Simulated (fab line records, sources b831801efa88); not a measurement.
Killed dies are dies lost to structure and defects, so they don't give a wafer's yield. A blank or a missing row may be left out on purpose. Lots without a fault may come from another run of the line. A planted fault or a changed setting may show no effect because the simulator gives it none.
Which tool did it? | flow sky130 | 14 lots, 42 wafers sampled, at 7 steps of a route of 708

WHAT THE GAUGES READ, wafer by wafer
SKY_PWDE_TW_MEAS_10.
lot  | measured    | on            | PWDE_TW
L181 | day 3 21:29 | film_metro-02 | 378.2 376.5 376.7
L183 | day 4 08:07 | film_metro-02 | 378.2 375.5 375.7
L185 | day 4 21:13 | film_metro-02 | 375.9 377.2 377.4
L186 | day 5 00:35 | film_metro-04 | 376.1 378.6 376.3
L187 | day 5 04:16 | film_metro-04 | 374.6 375.3 375.8
L188 | day 5 10:54 | film_metro-02 | 378.6 375.8 377.0
L190 | day 5 20:28 | film_metro-02 | 375.2 375.1 376.9
L191 | day 6 03:03 | film_metro-03 | 374.5 375.8 375.5
L192 | day 6 09:14 | film_metro-04 | 1137.6 1126.9 1134.2
L193 | day 6 17:23 | film_metro-03 | 1123.2 1126.6 1125.2
L194 | day 6 22:53 | film_metro-04 | 373.4 374.7 371.4
L202 | day 8 20:08 | film_metro-04 | 371.3 371.2 372.2
L203 | day 8 22:55 | film_metro-04 | 371.6 370.0 372.6
L204 | day 9 03:50 | film_metro-03 | 375.4 375.2 371.7

SKY_NWELL_TW_MEAS_15.
lot  | measured     | on            | NWELL_TW
L181 | day 4 14:35  | film_metro-03 | 1818 1807 1816
L183 | day 5 01:53  | film_metro-02 | 1835 1832 1839
L185 | day 5 15:23  | film_metro-04 | 1823 1825 1821
L186 | day 5 18:51  | film_metro-03 | 1823 1830 1818
L187 | day 5 22:14  | film_metro-04 | 1818 1826 1821
L188 | day 6 05:03  | film_metro-02 | 1847 1851 1843
L190 | day 6 15:38  | film_metro-03 | 1831 1823 1815
L191 | day 6 22:15  | film_metro-04 | 1828 1833 1815
L192 | day 7 04:33  | film_metro-04 | 1921 1924 1920
L193 | day 7 13:38  | film_metro-04 | 1926 1922 1932
L194 | day 7 19:38  | film_metro-04 | 1799 1797 1804
L202 | day 9 17:48  | film_metro-04 | 1799 1814 1812
L203 | day 9 20:59  | film_metro-03 | 1827 1814 1818
L204 | day 10 02:35 | film_metro-03 | 1833 1837 1834

SKY_NWELL_TW_MEAS_26.
lot  | measured     | on            | NWELL_2_TW
L181 | day 5 07:44  | film_metro-04 | 497 495 496
L183 | day 5 18:53  | film_metro-04 | 499 497 497
L185 | day 6 10:10  | film_metro-02 | 500 502 500
L186 | day 6 13:39  | film_metro-03 | 496 495 498
L187 | day 6 17:50  | film_metro-03 | 497 498 496
L188 | day 7 00:38  | film_metro-02 | 499 500 498
L190 | day 7 11:41  | film_metro-03 | 496 497 497
L191 | day 7 18:40  | film_metro-04 | 491 497 494
L192 | day 8 01:21  | film_metro-03 | 1149 1151 1147
L193 | day 8 10:05  | film_metro-04 | 1130 1131 1132
L194 | day 8 16:21  | film_metro-04 | 493 492 492
L202 | day 10 16:11 | film_metro-04 | 494 496 493
L203 | day 10 19:23 | film_metro-03 | 498 495 501
L204 | day 11 01:20 | film_metro-04 | 493 492 489

SKY_SONOS_TUNNEL_OVL_MEAS_08.
lot  | measured     | on         | SONOS_TUNNEL_OVL (nm)
L181 | day 11 06:43 | overlay-01 | -0.5 -2.3 0.1
L183 | day 11 21:51 | overlay-01 | 1.9 1.6 1.3
L185 | day 12 17:01 | overlay-01 | 3.5 1.8 0.9
L186 | day 12 21:41 | overlay-01 | -0.4 -0.6 0.5
L187 | day 13 04:00 | overlay-02 | 1.8 2.1 0.2
L188 | day 13 13:14 | overlay-02 | 1.2 0.4 0.7
L190 | day 14 03:46 | overlay-01 | 1.7 2.3 2.7
L191 | day 14 12:23 | overlay-02 | 1.4 1.1 0.4
L192 | day 14 20:41 | overlay-02 | 1.1 -0.1 1.7
L193 | day 15 11:11 | overlay-01 | 0.4 -0.2 1.1
L194 | day 15 17:56 | overlay-02 | -0.1 0.8 -0.6
L202 | day 18 08:52 | overlay-02 | -1.2 -1.2 -1.7
L203 | day 18 13:09 | overlay-02 | -0.7 0.6 1.9
L204 | day 18 20:55 | overlay-02 | 1.0 0.6 -0.2

SKY_POLY_GATE_THK_MEAS_21.
lot  | measured     | on            | POLY_GATE_OXIDATION_THK (nm)
L181 | day 16 05:54 | film_metro-01 | 3.94 4.02 4.07
L183 | day 17 01:02 | film_metro-02 | 3.98 4.05 3.94
L185 | day 17 19:49 | film_metro-01 | 3.92 3.95 3.95
L186 | day 18 08:44 | film_metro-03 | 4.03 4.04 4.04
L187 | day 18 13:41 | film_metro-01 | 4.06 3.90 4.00
L188 | day 18 20:49 | film_metro-02 | 4.05 3.98 4.04
L190 | day 19 17:52 | film_metro-03 | 4.08 3.99 4.08
L191 | day 20 04:56 | film_metro-02 | 4.00 4.05 3.99
L192 | day 20 15:13 | film_metro-01 | 4.08 4.04 4.04
L193 | day 21 01:13 | film_metro-02 | 4.03 4.09 4.18
L194 | day 21 09:46 | film_metro-02 | 4.01 4.10 3.95
L202 | day 23 23:46 | film_metro-02 | 3.99 3.91 3.99
L203 | day 24 09:10 | film_metro-02 | 3.95 3.93 4.01
L204 | day 24 15:19 | film_metro-01 | 4.02 4.09 3.98

SKY_LDD_P_OVL_MEAS_08.
lot  | measured     | on         | LDD_P_OVL (nm)
L181 | day 18 17:27 | overlay-01 | 1.9 1.4 1.3
L183 | day 19 13:19 | overlay-01 | 0.9 0.8 0.5
L185 | day 20 10:22 | overlay-01 | -1.0 -0.1 0.0
L186 | day 20 23:10 | overlay-01 | 1.3 0.2 1.0
L187 | day 21 04:43 | overlay-01 | -1.2 -0.8 -0.4
L188 | day 21 12:32 | overlay-01 | 2.7 1.4 2.8
L190 | day 22 08:01 | overlay-01 | -2.2 -1.3 -1.9
L191 | day 22 19:13 | overlay-01 | -2.2 -2.7 -1.8
L192 | day 23 05:56 | overlay-01 | 0.5 -1.3 -0.2
L193 | day 23 14:23 | overlay-01 | 2.5 2.3 3.4
L194 | day 23 22:55 | overlay-01 | 0.6 1.9 0.6
L202 | day 26 10:25 | overlay-02 | 0.2 2.1 1.2
L203 | day 26 19:42 | overlay-01 | -0.6 0.4 0.6
L204 | day 27 02:40 | overlay-01 | 0.1 -0.1 1.0

WHICH TOOL RAN EACH LOT (tool, then ch and the chambers of the sampled wafers, then the start)
lot  | SKY_DNWELL_COAT_02
L181 | litho_track-02 ch 0, day 2 20:31
L183 | litho_track-03 ch 0, day 3 07:41
L185 | litho_track-03 ch 0, day 3 18:35
L186 | litho_track-02 ch 0, day 3 22:49
L187 | litho_track-02 ch 0, day 4 02:45
L188 | litho_track-01 ch 0, day 4 09:10
L190 | litho_track-03 ch 0, day 4 18:23
L191 | litho_track-03 ch 0, day 4 23:55
L192 | litho_track-01, day 5 05:22
L193 | litho_track-02, day 5 13:21
L194 | litho_track-01 ch 0, day 5 18:07
L202 | litho_track-02 ch 0, day 7 13:39
L203 | litho_track-02 ch 0, day 7 16:31
L204 | litho_track-03 ch 0, day 7 21:52
- SKY_DNWELL_COAT_02: resist thk 3000 nm.

WHAT THE TOOLS THEMSELVES READ (means of the sampled wafers that have a number; where no wafer has one, the mark that the record gives instead)
SKY_DNWELL_COAT_02.
lot  | tool           | chill_plate_temp_C (C) | dispense_pressure_kPa (kPa)
L181 | litho_track-02 | 23.06                  | 52
L183 | litho_track-03 | 22.92                  | 43
L185 | litho_track-03 | 23.07                  | 43
L186 | litho_track-02 | 22.96                  | 52
L187 | litho_track-02 | 22.98                  | 52
L188 | litho_track-01 | 22.97                  | 52
L190 | litho_track-03 | 23.06                  | 43
L191 | litho_track-03 | 22.95                  | 43
L192 | litho_track-01 | -                      | -
L193 | litho_track-02 | -                      | -
L194 | litho_track-01 | 23.02                  | 52
L202 | litho_track-02 | 22.93                  | 52
L203 | litho_track-02 | 22.97                  | 52
L204 | litho_track-03 | 22.91                  | 43

THE ANSWER, worked out from the rows above alone
Rule: what is usual is taken from the lots themselves. Put in order of their means at a reading, lots are off if they are a third of the lots or fewer, leave a main group of 4 or more, and stand apart from it by a gap of 3 or more times the standard deviation of the main group's means; of several such gaps the widest counts. A main group whose means are all the same, to the digits that the tables above print for the reading, isn't used. A lot without any number at a reading at which 4 lots or more have one is off too. The other lots that the step has rows for count as sound. The gauges are gone through in route order, then the tools' own readings, and for those a lot's mean is taken as printed above. The first step at which some lot is off is used, and at that step the reading that is off furthest; a lot without a number counts as furthest.
Off: L192, L193, at SKY_PWDE_TW_MEAS_10 (PWDE_TW). The main group: mean 375.1, standard deviation 2.
A tool fits if, at a process step before that reading, it ran every lot that is off, and no sound lot after the first of them. The gauges at SKY_PWDE_TW_MEAS_10 aren't tried: what is off there is off at SKY_DNWELL_COAT_02 too, on other tools, and a gauge's error can't cause that. None of those tried fits.

WHAT THE SIMULATOR HAD PUT IN
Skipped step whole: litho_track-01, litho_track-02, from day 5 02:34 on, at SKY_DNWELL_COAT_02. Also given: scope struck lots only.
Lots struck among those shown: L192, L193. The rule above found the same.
